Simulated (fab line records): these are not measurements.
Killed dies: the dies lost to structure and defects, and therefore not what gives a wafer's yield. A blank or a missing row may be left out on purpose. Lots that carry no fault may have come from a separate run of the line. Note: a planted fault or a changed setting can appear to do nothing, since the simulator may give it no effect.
Which tool did it? + flow sky130 + 11 lots with 33 wafers sampled at 4 steps, on a route of 708 steps

== WHAT THE GAUGES SHOWED, per wafer ==
SKY_LDD_LDN_TW_MEAS_13.
| lot  | measured     | on            | LDD_LDN_TW     |
|------|--------------|---------------|----------------|
| L499 | day 22 18:07 | film metro-01 | 1509 1502 1494 |
| L500 | day 23 12:10 | film metro-02 | 1470 1478 1474 |
| L501 | day 23 16:16 | film metro-03 | 1484 1482 1489 |
| L502 | day 23 22:16 | film metro-02 | 1477 1481 1476 |
| L504 | day 25 10:48 | film metro-03 | 1478 1475 1477 |
| L513 | day 28 04:39 | film metro-03 | 1423 1422 1419 |
| L514 | day 28 09:31 | film metro-02 | 1404 1402 1410 |
| L519 | day 30 17:43 | film metro-02 | 1465 1472 1480 |
| L520 | day 30 20:17 | film metro-03 | 1493 1490 1494 |
| L521 | day 30 19:41 | film metro-03 | 1486 1495 1483 |
| L522 | day 31 03:10 | film metro-02 | 1482 1483 1480 |

== EACH LOT AND THE TOOL THAT RAN IT (in order: tool; ch and the chambers of the sampled wafers; start) ==
| lot  | SKY_NWELL_STRIP_14                   | SKY_POLY_GATE_ETCH_15              | SKY_LDD_LDN_IMPLANT_11          |
|------|--------------------------------------|------------------------------------|---------------------------------|
| L499 | plasma asher-02 ch 0,1, day 4 15:50  | rie diel-03 ch 0,2,3, day 16 10:07 | implanter-01 ch 0, day 22 17:54 |
| L500 | plasma asher-02 ch 0,1, day 5 01:03  | rie diel-03 ch 0,1,3, day 17 02:13 | implanter-03 ch 0, day 23 11:55 |
| L501 | plasma asher-02 ch 1, day 5 02:22    | rie diel-02 ch 1,2,3, day 17 04:56 | implanter-02 ch 0, day 23 16:02 |
| L502 | plasma asher-02 ch 0,1, day 5 08:15  | rie diel-02 ch 0,1,3, day 17 10:22 | implanter-02 ch 0, day 23 22:01 |
| L504 | plasma asher-04 ch 0,1, day 5 19:11  | rie diel-01 ch 0,1,3, day 18 21:26 | implanter-01 ch 0, day 25 10:33 |
| L513 | plasma asher-02 ch 0,1, day 8 04:40  | rie diel-01 ch 1,2, day 21 20:47   | implanter-02 ch 0, day 28 04:24 |
| L514 | plasma asher-02 ch 0,1, day 8 09:36  | rie diel-02 ch 2,3, day 22 02:07   | implanter-02 ch 0, day 28 09:16 |
| L519 | plasma asher-03 ch 0,1, day 9 13:56  | rie diel-03 ch 0,1,3, day 24 14:48 | implanter-01 ch 0, day 30 17:29 |
| L520 | plasma asher-04 ch 0,1, day 9 17:25  | rie diel-03 ch 0,1,2, day 24 17:50 | implanter-03 ch 0, day 30 20:04 |
| L521 | plasma asher-02 ch 0,1, day 10 09:08 | rie diel-01 ch 0,1,2, day 24 15:44 | implanter-01 ch 0, day 30 19:28 |
| L522 | plasma asher-02 ch 0,1, day 10 10:25 | rie diel-01 ch 0,1, day 25 01:27   | implanter-01 ch 0, day 31 02:56 |
- SKY_NWELL_STRIP_14: strips in O2/N2.
- SKY_POLY_GATE_ETCH_15: etches BARC in N2/H2, stops on SiO2, time 118.5 s, target depth 110 nm.
- SKY_LDD_LDN_IMPLANT_11

== WHAT THE TOOLS THEMSELVES READ (means of the sampled wafers that have a number; where no wafer has one, the mark that the record gives instead) ==
SKY_NWELL_STRIP_14.
| lot  | tool            | drypump motor current A (A) | oes product au (a.u.) | strip time to endpoint s (s) |
|------|-----------------|-----------------------------|-----------------------|------------------------------|
| L499 | plasma asher-02 | 5.58                        | 0.727                 | 36.80                        |
| L500 | plasma asher-02 | 5.58                        | 0.725                 | 36.88                        |
| L501 | plasma asher-02 | 5.50                        | 0.724                 | 36.89                        |
| L502 | plasma asher-02 | 5.53                        | 0.725                 | 36.88                        |
| L504 | plasma asher-04 | 6.09                        | 0.721                 | 36.93                        |
| L513 | plasma asher-02 | 5.61                        | 0.721                 | 36.92                        |
| L514 | plasma asher-02 | 5.59                        | 0.723                 | 37.02                        |
| L519 | plasma asher-03 | 5.50                        | 0.725                 | 36.77                        |
| L520 | plasma asher-04 | 6.07                        | 0.722                 | 36.76                        |
| L521 | plasma asher-02 | 5.60                        | 0.725                 | 37.08                        |
| L522 | plasma asher-02 | 5.54                        | 0.725                 | 36.86                        |

SKY_POLY_GATE_ETCH_15.
| lot  | tool        | drypump motor current A (A) | oes product au (a.u.) | throttle valve pct (%) |
|------|-------------|-----------------------------|-----------------------|------------------------|
| L499 | rie diel-03 | 5.7                         | 0.718                 | 13.220                 |
| L500 | rie diel-03 | 5.7                         | 0.718                 | 13.212                 |
| L501 | rie diel-02 | 5.9                         | 0.713                 | 13.211                 |
| L502 | rie diel-02 | 5.8                         | 0.714                 | 13.215                 |
| L504 | rie diel-01 | 5.2                         | 0.717                 | 13.213                 |
| L513 | rie diel-01 | 5.9                         | 0.714                 | 13.211                 |
| L514 | rie diel-02 | 5.8                         | 0.709                 | 13.211                 |
| L519 | rie diel-03 | 5.8                         | 0.715                 | 13.215                 |
| L520 | rie diel-03 | 5.5                         | 0.715                 | 13.214                 |
| L521 | rie diel-01 | 5.4                         | 0.714                 | 13.213                 |
| L522 | rie diel-01 | 5.0                         | 0.718                 | 13.214                 |

SKY_LDD_LDN_IMPLANT_11.
| lot  | tool         | dose ions cm2 | faraday current uA |
|------|--------------|---------------|--------------------|
| L499 | implanter-01 | 1.2497e+13    | 70.3               |
| L500 | implanter-03 | 1.2512e+13    | 70.8               |
| L501 | implanter-02 | 1.2497e+13    | 71.3               |
| L502 | implanter-02 | 1.2507e+13    | 71.2               |
| L504 | implanter-01 | 1.2485e+13    | 70.4               |
| L513 | implanter-02 | 5.0907e+12    | 28.8               |
| L514 | implanter-02 | 5.0897e+12    | 28.8               |
| L519 | implanter-01 | 1.2514e+13    | 70.0               |
| L520 | implanter-03 | 1.2497e+13    | 69.5               |
| L521 | implanter-01 | 1.2503e+13    | 70.1               |
| L522 | implanter-01 | 1.2518e+13    | 69.7               |

== THE ANSWER, worked out from the rows above alone ==
Rule: the lots themselves supply what counts as usual. The widest of any qualifying gaps counts: lots, ordered by their means at a reading, are off when they make up no more than a third of the lots, leave a main group of 4 or more, and stand apart from it by 3 or more times the standard deviation of that group's means. A main group is skipped when, at the precision printed for the reading in the tables above, its means are all equal. Also off: a lot with no number at a reading for which 4 or more lots have one. Any other lot the step has rows for is counted as sound. First the gauges in route order, then the tools' own readings, where a lot's mean is used as printed above. The first step at which some lot is off is used, and at that step the reading that is off furthest; a lot without a number counts as furthest.
Off: L513, L514, at SKY_LDD_LDN_TW_MEAS_13 (LDD_LDN_TW). For the main group the mean is 1483 and the standard deviation 9.
If a tool, at a process step before that reading, ran all the lots that are off and no sound lot after the first of them, it fits. The gauges at SKY_LDD_LDN_TW_MEAS_13 aren't tried: what is off there is off at SKY_LDD_LDN_IMPLANT_11 too, on other tools, and a gauge's error can't cause that. One candidate fits, namely implanter-02 at SKY_LDD_LDN_IMPLANT_11. A fault onset in the window from L502 (day 23 22:01, its last sound lot) to L513 (day 28 04:24, its first lot off) fits.
The tool's own readings at SKY_LDD_LDN_IMPLANT_11 bear it out: on the lots that are off they differ by more than 5 times the standard deviation of the sound lots' means. dose ions cm2 reads 5.0902e+12 there against 1.2503e+13 on the sound lots; faraday current uA reads 28.8 there against 70.4 on the sound lots.

== WHAT THE SIMULATOR HAD INSERTED ==
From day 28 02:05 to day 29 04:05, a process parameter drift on implanter-02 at SKY_LDD_LDN_IMPLANT_11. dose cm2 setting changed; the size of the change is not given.
Struck lots among those shown: L513, L514. The rule above found the same.
